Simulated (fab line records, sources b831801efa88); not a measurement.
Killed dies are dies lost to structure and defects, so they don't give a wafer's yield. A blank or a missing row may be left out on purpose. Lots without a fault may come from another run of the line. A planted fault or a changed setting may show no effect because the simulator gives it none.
Chamber matching | flow sky130 | SKY_FIELD_ISO_CMP_27 on cmp-02: 4 sister chambers
The step polishes, stops on Si3N4, t overpolish 16 s, target thk 457.8 nm. 8 wafers are shown with their chamber, then 8 later ones without.

WAFERS WITH THEIR CHAMBER
wafer  | chamber | motor_current_A (A) | time_to_endpoint_s (s)
L308.5 | 2       | 14.3                | 103
L310.2 | 1       | 10.1                | 108
L310.4 | 3       | 11.2                | 101
L310.5 | 0       | 12.0                | 111
L312.1 | 2       | 14.4                | 102
L312.4 | 0       | 12.3                | 110
L312.6 | 1       | 9.7                 | 106
L313.1 | 3       | 11.6                | 102

WAFERS WITHOUT THEIR CHAMBER
wafer  | motor_current_A (A) | time_to_endpoint_s (s)
L313.2 | 14.1                | 106
L313.3 | 10.1                | 110
L318.2 | 11.6                | 110
L318.3 | 9.8                 | 111
L318.5 | 12.1                | 109
L325.2 | 14.4                | 104
L325.3 | 11.8                | 106
L325.5 | 13.5                | 107

WHICH CHAMBER EACH WENT THROUGH
wafer  | from the rows above     | in truth
L313.2 | 2                       | 2
L313.3 | 1                       | 1
L318.2 | 0                       | 0
L318.3 | 1                       | 1
L318.5 | 0                       | 0
L325.2 | 2                       | 2
L325.3 | can't be placed: 0 or 3 | 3
L325.5 | can't be placed: 2 or 0 | 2
Placed correctly: 6 of 8. Can't be placed from these rows: 2 (the true chamber is among the candidates in 2). Placed wrongly: 0.
How it was worked out, from the rows above alone: a wafer's distance from a chamber is the root of the sum, over the readings, of the square of ((its reading less the chamber's mean) divided by the reading's scatter). The wafer belongs to the nearest chamber; if the next one is less than 2 further off, it can't be placed. A chamber's mean is the mean of its shown wafers. The scatter: the root of (the sum of the squares of (reading less its chamber's mean) over the shown wafers, divided by (wafers less chambers)).
